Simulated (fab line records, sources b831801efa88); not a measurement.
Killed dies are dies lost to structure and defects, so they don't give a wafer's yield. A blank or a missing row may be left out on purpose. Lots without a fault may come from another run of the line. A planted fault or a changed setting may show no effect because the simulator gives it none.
fab line records | flow sky130
record lots=13 wafers=39 last_day=50
route steps=708 shown FIELD_ISO@1 VT_ADJUST_HVTP@87 VT_ADJUST_LVTN@115 PAD_OPEN@708
lots that met no fault: from a run of the same line without faults
start_h: hours from the record's first day to the start of the lot's first wafer shown | wait_h: hours since the lot's step before | " the same as in the row above | L1.1+2: a row that stands for several wafers | - no value, or no start given | * or withheld: withheld | < > ~ a bound
route shown NAME@n: a module of which the file shows steps, and the number in the route of the first | usual: mean/standard deviation of fault-free wafers | same: alike in all rows | chamber/n: place in a boat | sites: the reading at each site | _std_site: their standard deviation | _edge_site: outer sites' mean less inner sites' | radius_mm: how far each site lies from the wafer's centre | mask NAME#n: copy n | behind: the tool/chamber that last shaped the wafer | hold: why the lot was held/for how many hours/how that ended | device: the transistor (n, p or np) that didn't switch | end of line: the same wafers' tests at the end of the route | a step without rows: its recipe alone | killed: dies lost to structure and defects at the first sort, not the wafer's yield | map: a wafer's dies, x killed, . not, _ none there
set.NAME: the setting as run; set.NAME@STEP: as run at that earlier step | model.NAME: the simulator's own value behind a step, which no gauge read
steps of the route over a sample of lots; a table a step, a row a wafer
services: from which hour (start_h, from the record's first day; less than 0 if before it) a tool's chamber was out of use, for how many hours, and why
## steps
# step SKY_FIELD_ISO_BOW_MEAS_00
# recipe mode=bow
# usual INCOMING_BOW=0/6.4
# columns lot.wafer tool chamber start_h wait_h INCOMING_BOW[um]
L615.2 film_metro-02 - 10.02 - -5
L615.4 " - " " 0
L615.5 " - " " -10
L617.1 film_metro-02 - 20.00 - 0
L617.3 " - " " 9
L617.6 " - " " 4
L619.1 film_metro-01 - 30.00 - -2
L619.3 " - " " -5
L619.6 " - " " 1
L620.3 film_metro-01 - 35.04 - 11
L620.4 " - " " 5
L620.6 " - " " -8
L621.1 film_metro-02 - 40.00 - 6
L621.3 " - " " -1
L621.4 " - " " -2
L622.2 film_metro-04 - 45.02 - 6
L622.4 " - " " -7
L622.6 " - " " 2
L629.3 film_metro-04 - 80.04 - 8
L629.4 " - " " -3
L629.5 " - " " -2
L631.1 film_metro-02 - 90.00 - -11
L631.3 " - " " 8
L631.6 " - " " -7
L632.3 film_metro-02 - 95.04 - -3
L632.5 " - " " -3
L632.6 " - " " -10
L633.1 film_metro-01 - 100.00 - 6
L633.2 " - " " -7
L633.5 " - " " -1
L634.2 film_metro-04 - 105.02 - -4
L634.5 " - " " -1
L634.6 " - " " 3
L636.2 film_metro-02 - 115.02 - 0
L636.3 " - " " 8
L636.6 " - " " -8
L638.1 film_metro-04 - 125.00 - 10
L638.4 " - " " 11
L638.6 " - " " -6
# step SKY_FIELD_ISO_CD_MEAS_13
# recipe target_cd_nm=150
# usual cd_nm=150.0/1.4
# columns lot.wafer tool chamber start_h wait_h cd_nm
L615.2 cd_sem-01 - 30.96 - 148.6
L615.4 " - " " 147.3
L615.5 " - " " 149.2
L617.1 cd_sem-02 - 39.72 - 150.9
L617.3 " - " " 151.4
L617.6 " - " " 151.1
L619.1 cd_sem-02 - 49.92 - 150.2
L619.3 " - " " 150.1
L619.6 " - " " 152.0
L620.3 cd_sem-02 - 54.18 - 149.1
L620.4 " - " " 146.7
L620.6 " - " " 148.9
L621.1 cd_sem-01 - 60.32 - 148.1
L621.3 " - " " 148.9
L621.4 " - " " 149.7
L622.2 cd_sem-01 - 67.61 - 148.7
L622.4 " - " " 149.7
L622.6 " - " " 149.9
L629.3 cd_sem-01 - 101.93 - 151.8
L629.4 " - " " 149.5
L629.5 " - " " 150.7
L631.1 cd_sem-01 - 115.32 - 152.5
L631.3 " - " " 150.9
L631.6 " - " " 150.7
L632.3 cd_sem-01 - 119.48 - 149.7
L632.5 " - " " 147.6
L632.6 " - " " 148.5
L633.1 cd_sem-02 - 122.54 - 149.8
L633.2 " - " " 151.3
L633.5 " - " " 149.9
L634.2 cd_sem-02 - 128.51 - 149.2
L634.5 " - " " 148.1
L634.6 " - " " 149.5
L636.2 cd_sem-01 - 141.21 - 151.8
L636.3 " - " " 151.6
L636.6 " - " " 152.6
L638.1 cd_sem-02 - 150.29 - 151.1
L638.4 " - " " 149.4
L638.6 " - " " 150.7
# step SKY_VT_ADJUST_HVTP_COAT_02
# recipe resist=NOVOLAK spin_rpm=3000 resist_thk_nm=1140
# columns lot.wafer tool chamber start_h wait_h
L615.2+4+5 litho_track-03 0 113.92 0.1
L617.1+3+6 litho_track-01 0 124.02 0.1
L619.1+3+6 litho_track-04 0 136.94 0.1
L620.3+4+6 litho_track-04 0 141.24 0.1
L621.1+3+4 litho_track-01 0 147.57 0.1
L622.2+4+6 litho_track-04 0 157.47 0.1
L629.3+4+5 litho_track-03 0 195.44 0.1
L631.1+3+6 litho_track-03 0 216.04 0.1
L632.3+5+6 litho_track-01 0 222.62 0.1
L633.1+2+5 litho_track-01 0 226.47 0.1
L634.2+5+6 litho_track-04 0 228.37 0.1
L636.2+3+6 litho_track-04 0 244.32 0.1
L638.1+4+6 litho_track-04 0 258.09 0.1
# step SKY_VT_ADJUST_HVTP_STRIP_10
# recipe chemistry=O2/N2 power_w=1400 pressure_mtorr=1500 platen_temp_c=withheld o2_flow_sccm=3000 n2_flow_sccm=300 overash_fraction=0.5
# usual drypump_motor_current_A=5.7/0.3 oes_product_au=0.717/0.0047 strip_time_to_endpoint_s=14.17/0.041
# columns lot.wafer tool chamber start_h wait_h drypump_motor_current_A oes_product_au rf_hours_counter_h strip_time_to_endpoint_s
L615.2 plasma_asher-01 1 123.15 0.1 5.4 0.720 42 14.20
L615.4 " 1 " " 5.4 0.713 - 14.24
L615.5 " 1 " " 5.4 0.719 - 14.24
L617.1 plasma_asher-04 1 133.93 0.1 5.5 0.721 1 14.23
L617.3 " 1 " " 5.5 0.712 - 14.18
L617.6 " 0 " " 5.6 0.720 - 14.22
L619.1 plasma_asher-04 0 146.90 0.1 5.6 0.717 3 14.26
L619.3 " 1 " " 5.5 0.722 - 14.27
L619.6 " 1 " " 5.5 0.714 - 14.26
L620.3 plasma_asher-01 1 151.91 0.1 5.4 0.718 - 14.13
L620.4 " 0 " " 5.9 0.720 - 14.12
L620.6 " 1 " " 5.4 0.715 - 14.10
L621.1 plasma_asher-03 1 158.20 0.1 6.3 0.721 34 14.21
L621.3 " 1 " " 6.4 0.715 - 14.20
L621.4 " 0 " " 5.5 0.720 - 14.21
L622.2 plasma_asher-01 1 167.55 0.1 5.3 0.716 46 14.18
L622.4 " 1 " " 5.4 0.711 - 14.14
L622.6 " 0 " " 5.9 0.711 - 14.12
L629.3 plasma_asher-03 1 207.43 0.1 6.4 0.720 - 13.81
L629.4 " 0 " " 5.6 0.717 - 13.80
L629.5 " 1 " " 6.4 0.707 - 13.80
L631.1 plasma_asher-04 0 227.40 0.1 5.6 0.718 11 13.83
L631.3 " 0 " " 5.6 0.722 - 13.86
L631.6 " 0 " " 5.5 0.710 - 13.84
L632.3 plasma_asher-01 0 233.91 0.1 5.9 0.718 - 14.21
L632.5 " 1 " " 5.4 0.722 - 14.14
L632.6 " 0 " " 5.9 0.720 - 14.14
L633.1 plasma_asher-04 0 238.40 0.1 5.6 0.719 12 14.12
L633.2 " 1 " " 5.5 0.722 12 14.18
L633.5 " 1 " " 5.5 0.717 - 14.14
L634.2 plasma_asher-03 1 240.25 0.1 6.4 0.718 41 14.16
L634.5 " 0 " " 5.5 0.719 - 14.11
L634.6 " 1 " " 6.4 0.722 - 14.15
L636.2 plasma_asher-04 0 256.38 0.1 5.6 0.714 14 14.08
L636.3 " 0 " " 5.6 0.708 - 14.12
L636.6 " 1 " " 5.5 0.720 - 14.12
L638.1 plasma_asher-01 1 270.65 0.1 5.3 0.712 56 14.21
L638.4 " 1 " " 5.4 0.719 - 14.21
L638.6 " 0 " " 5.9 0.715 - 14.20
# step SKY_VT_ADJUST_LVTN_OVL_MEAS_18
# usual VT_ADJUST_LVTN_01_OVL=0.1/1.3
# columns lot.wafer tool chamber start_h wait_h VT_ADJUST_LVTN_01_OVL[nm]
L615.2 overlay-02 - 161.75 0.1 -0.1
L615.4 " - " " -0.5
L615.5 " - " " -0.1
L617.1 overlay-01 - 172.22 0.1 0.3
L617.3 " - " " 0.8
L617.6 " - " " 0.5
L619.1 overlay-02 - 186.19 0.1 1.4
L619.3 " - " " 1.8
L619.6 " - " " 2.1
L620.3 overlay-02 - 190.75 0.1 -2.6
L620.4 " - " " 0.8
L620.6 " - " " 0.1
L621.1 overlay-01 - 198.22 0.1 0.0
L621.3 " - " " 2.4
L621.4 " - " " -0.2
L622.2 overlay-02 - 208.74 0.1 -2.0
L622.4 " - " " 0.5
L622.6 " - " " -1.5
L629.3 overlay-02 - 252.54 0.1 -1.6
L629.4 " - " " -1.4
L629.5 " - " " -1.9
L631.1 overlay-01 - 275.04 0.1 0.2
L631.3 " - " " -1.6
L631.6 " - " " -0.6
L632.3 overlay-02 - 282.60 0.1 -0.7
L632.5 " - " " -0.2
L632.6 " - " " 0.3
L633.1 overlay-02 - 286.84 0.1 1.4
L633.2 " - " " 0.7
L633.5 " - " " -0.4
L634.2 overlay-02 - 289.05 0.1 -0.3
L634.5 " - " " 1.4
L634.6 " - " " -0.2
L636.2 overlay-01 - 305.34 0.1 -0.9
L636.3 " - " " -0.1
L636.6 " - " " -0.6
L638.1 overlay-01 - 320.59 0.1 1.9
L638.4 " - " " 1.5
L638.6 " - " " -0.7
# step SKY_PAD_OPEN_PROBE_99
# usual killed_at_M0_to_M3=44/7.8 killed_at_M4_up=3.1/1.7 killed_at_contacts=25/5.1 killed_at_front_end=15/4.4 killed_at_other=0.5/0.68 killed_dies=88/9.9 killed_open=48/6.9 killed_short=39/6.5
# same gross_dies=492 killed_at_back_side=0
# columns lot.wafer tool chamber start_h wait_h killed_at_M0_to_M3 killed_at_M4_up killed_at_contacts killed_at_front_end killed_at_other killed_dies killed_open killed_short
L619.1 prober-02 - 1094.36 0.1 38 5 22 25 1 91 58 33
L619.3 prober-02 - 1094.46 0.2 52 2 30 10 0 94 52 42
L619.6 prober-02 - 1094.61 0.2 45 2 29 16 1 93 61 32
L621.1 prober-02 - 1108.97 0.1 69 4 23 12 1 109 61 47
L621.3 prober-02 - 1109.07 0.2 57 4 26 16 2 105 63 41
L621.4 prober-02 - 1109.12 0.2 43 5 19 13 1 81 44 36
L622.2 prober-01 - 1119.01 0.1 61 4 25 18 1 109 61 48
L622.4 prober-01 - 1119.11 0.2 38 4 28 18 0 88 55 33
L622.6 prober-01 - 1119.21 0.2 50 4 22 14 0 90 53 37
L632.3 prober-01 - 1174.67 0.2 38 2 21 22 1 84 44 36
L632.5 prober-01 - 1174.77 0.2 42 3 28 15 0 88 50 38
L632.6 prober-01 - 1174.82 0.2 48 3 22 11 2 86 44 42
L633.1 prober-02 - 1177.17 0.1 43 2 22 15 1 83 40 43
L633.2 prober-02 - 1177.22 0.1 47 2 25 22 0 96 53 43
L633.5 prober-02 - 1177.37 0.2 32 3 17 16 0 68 30 38
L636.2 prober-02 - 1189.36 0.1 46 2 20 15 0 83 47 36
L636.3 prober-02 - 1189.41 0.2 49 0 33 16 0 98 54 44
L636.6 prober-02 - 1189.56 0.2 45 2 24 23 0 94 52 42
L638.1 prober-02 - 1196.02 0.1 36 2 19 12 0 69 39 29
L638.4 prober-02 - 1196.17 0.2 51 7 31 21 1 111 56 53
L638.6 prober-02 - 1196.27 0.2 42 1 29 17 1 90 51 39
# killed by level:class
L619.1 VIA1:geometric_particle:open=11 LI_CONTACT:geometric_particle:open=9 CONTACT:geometric_particle:open=9 FIELD_ISO:geometric_particle:short=8 VIA2:geometric_particle:open=7 POLY_GATE:geometric_particle:open=6 POLY_GATE:geometric_particle:short=4 VIA3:geometric_particle:open=4
L619.3 CONTACT:geometric_particle:open=11 VIA1:geometric_particle:open=10 METAL1:geometric_particle:short=9 VIA3:geometric_particle:open=7 LI_CONTACT:geometric_particle:open=6 LOCAL_INTERCONNECT:geometric_particle:short=6 VIA2:geometric_particle:open=6 METAL2:geometric_particle:short=5
L619.6 VIA1:geometric_particle:open=13 VIA2:geometric_particle:open=10 CONTACT:geometric_particle:open=10 LI_CONTACT:geometric_particle:open=8 VIA1:geometric_particle:short=7 VIA3:geometric_particle:open=6 FIELD_ISO:geometric_particle:open=4 LOCAL_INTERCONNECT:geometric_particle:short=4
L621.1 VIA1:geometric_particle:open=19 VIA3:geometric_particle:open=10 VIA1:geometric_particle:short=10 LI_CONTACT:geometric_particle:open=8 CONTACT:geometric_particle:open=7 METAL1:geometric_particle:short=6 CONTACT:geometric_particle:short=5 VIA2:geometric_particle:open=5
L621.3 VIA1:geometric_particle:open=20 LI_CONTACT:geometric_particle:open=11 VIA1:geometric_particle:short=11 FIELD_ISO:geometric_particle:open=7 VIA3:geometric_particle:open=7 CONTACT:geometric_particle:open=6 CONTACT:geometric_particle:short=4 VIA2:geometric_particle:short=4
L621.4 CONTACT:geometric_particle:open=10 VIA1:geometric_particle:open=8 VIA3:geometric_particle:open=6 METAL2:geometric_particle:short=5 VIA2:geometric_particle:open=5 VIA3:geometric_particle:short=5 FIELD_ISO:geometric_particle:short=4 VIA1:geometric_particle:short=4
L622.2 VIA1:geometric_particle:open=13 VIA2:geometric_particle:open=10 VIA3:geometric_particle:open=9 LI_CONTACT:geometric_particle:open=8 POLY_GATE:geometric_particle:open=7 CONTACT:geometric_particle:open=7 VIA2:geometric_particle:short=6 CONTACT:geometric_particle:short=5
L622.4 CONTACT:geometric_particle:open=11 VIA1:geometric_particle:open=9 LI_CONTACT:geometric_particle:open=7 VIA3:geometric_particle:open=7 LOCAL_INTERCONNECT:geometric_particle:short=6 FIELD_ISO:geometric_particle:short=5 POLY_GATE:geometric_particle:open=5 VIA2:geometric_particle:open=5
L622.6 VIA1:geometric_particle:open=12 CONTACT:geometric_particle:open=10 VIA2:geometric_particle:open=7 VIA1:geometric_particle:short=7 VIA3:geometric_particle:open=6 FIELD_ISO:geometric_particle:open=5 LOCAL_INTERCONNECT:geometric_particle:short=5 METAL2:geometric_particle:short=5
L632.3 VIA1:geometric_particle:open=10 METAL1:geometric_particle:short=9 LI_CONTACT:geometric_particle:open=7 CONTACT:geometric_particle:open=7 VIA2:geometric_particle:open=7 POLY_GATE:geometric_particle:short=4 POLY_GATE:area_etch=4 FIELD_ISO:geometric_particle:short=3
L632.5 VIA1:geometric_particle:open=10 CONTACT:geometric_particle:open=10 LI_CONTACT:geometric_particle:open=7 FIELD_ISO:geometric_particle:open=5 VIA1:geometric_particle:short=5 VIA2:geometric_particle:short=5 VIA2:geometric_particle:open=5 CONTACT:geometric_particle:short=4
L632.6 VIA1:geometric_particle:open=11 VIA3:geometric_particle:open=9 CONTACT:geometric_particle:open=8 METAL1:geometric_particle:short=6 POLY_GATE:geometric_particle:open=5 LOCAL_INTERCONNECT:geometric_particle:short=5 METAL3:geometric_particle:short=5 LI_CONTACT:geometric_particle:short=4
L633.1 VIA1:geometric_particle:open=9 METAL1:geometric_particle:short=8 METAL2:geometric_particle:short=8 CONTACT:geometric_particle:open=7 LI_CONTACT:geometric_particle:open=6 FIELD_ISO:geometric_particle:open=5 CONTACT:geometric_particle:short=5 VIA1:geometric_particle:short=5
L633.2 VIA1:geometric_particle:open=10 CONTACT:geometric_particle:open=9 FIELD_ISO:geometric_particle:short=8 VIA2:geometric_particle:open=8 VIA1:geometric_particle:short=7 VIA3:geometric_particle:open=7 LI_CONTACT:geometric_particle:open=6 CONTACT:geometric_particle:short=6
L633.5 METAL1:geometric_particle:short=10 CONTACT:geometric_particle:open=6 METAL2:geometric_particle:short=5 FIELD_ISO:geometric_particle:open=5 METAL3:geometric_particle:short=5 VIA1:geometric_particle:open=4 LI_CONTACT:geometric_particle:open=3 LOCAL_INTERCONNECT:geometric_particle:short=3
L636.2 VIA1:geometric_particle:open=14 VIA3:geometric_particle:open=9 VIA1:geometric_particle:short=8 LI_CONTACT:geometric_particle:open=6 POLY_GATE:geometric_particle:open=5 METAL2:geometric_particle:short=5 FIELD_ISO:geometric_particle:short=4 CONTACT:geometric_particle:open=4
L636.3 VIA1:geometric_particle:open=15 CONTACT:geometric_particle:open=11 LI_CONTACT:geometric_particle:open=9 VIA1:geometric_particle:short=8 METAL1:geometric_particle:short=8 CONTACT:geometric_particle:short=7 FIELD_ISO:geometric_particle:open=6 VIA2:geometric_particle:open=6
L636.6 VIA1:geometric_particle:open=16 CONTACT:geometric_particle:open=12 FIELD_ISO:geometric_particle:short=8 VIA1:geometric_particle:short=7 VIA3:geometric_particle:open=7 CONTACT:geometric_particle:short=6 FIELD_ISO:geometric_particle:open=5 METAL1:geometric_particle:short=5
L638.1 LI_CONTACT:geometric_particle:open=8 METAL2:geometric_particle:short=7 VIA2:geometric_particle:open=6 VIA1:geometric_particle:open=6 VIA3:geometric_particle:open=6 FIELD_ISO:geometric_particle:open=5 CONTACT:geometric_particle:short=4 VIA1:geometric_particle:short=4
L638.4 CONTACT:geometric_particle:open=15 METAL1:geometric_particle:short=10 VIA2:geometric_particle:open=9 FIELD_ISO:geometric_particle:short=7 VIA1:geometric_particle:open=7 VIA3:geometric_particle:open=6 LI_CONTACT:geometric_particle:open=5 POLY_GATE:geometric_particle:open=5
L638.6 LI_CONTACT:geometric_particle:open=12 VIA1:geometric_particle:open=11 VIA2:geometric_particle:open=10 FIELD_ISO:geometric_particle:open=7 CONTACT:geometric_particle:short=7 FIELD_ISO:geometric_particle:short=5 LI_CONTACT:geometric_particle:short=5 METAL2:geometric_particle:short=5
## services
# columns tool chamber start_h hours kind
plasma_asher-03 - 98.55 0.9 repair
litho_track-01 - 103.08 - consumable_replace:filter
plasma_asher-04 - 108.75 9.0 pm
plasma_asher-04 0 108.75 9.0 vent_cycle
plasma_asher-04 1 108.75 9.0 vent_cycle
plasma_asher-04 0 117.75 - clean
plasma_asher-04 1 117.75 - clean
plasma_asher-01 - 139.17 2.2 repair
plasma_asher-04 - 166.90 2.8 pm
plasma_asher-03 - 176.04 9.6 pm
plasma_asher-03 - 249.57 1.1 repair
plasma_asher-03 - 256.39 6.4 repair
## key
first_sign step=SKY_VT_ADJUST_HVTP_STRIP_10 reading=strip_time_to_endpoint_s direction=down sigmas=8.4 usual=* struck=*
effect none on later readings
met_at SKY_VT_ADJUST_HVTP_COAT_02
struck_lots L629,L631
tester_left_out L629,L631
not_acting_at SKY_FIELD_ISO_BOW_MEAS_00,SKY_FIELD_ISO_CD_MEAS_13,SKY_VT_ADJUST_LVTN_OVL_MEAS_18
onset_between 113.92 195.44
fault kind=process_parameter_drift tool=litho_track-03 chamber=- onset_h=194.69 steps=SKY_VT_ADJUST_HVTP_COAT_02 channel=resist_thk_nm offset=-30.566 shape=step end_h=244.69 acts_in=these_recipes_only stated=1140
# tester_left_out: of these lots the tester's yield and bins aren't shown, on N5 and GAA mostly nor the transistor test; their killed dies are dies lost to structure and defects alone, not to doping, threshold or leakage, so they don't give the yield
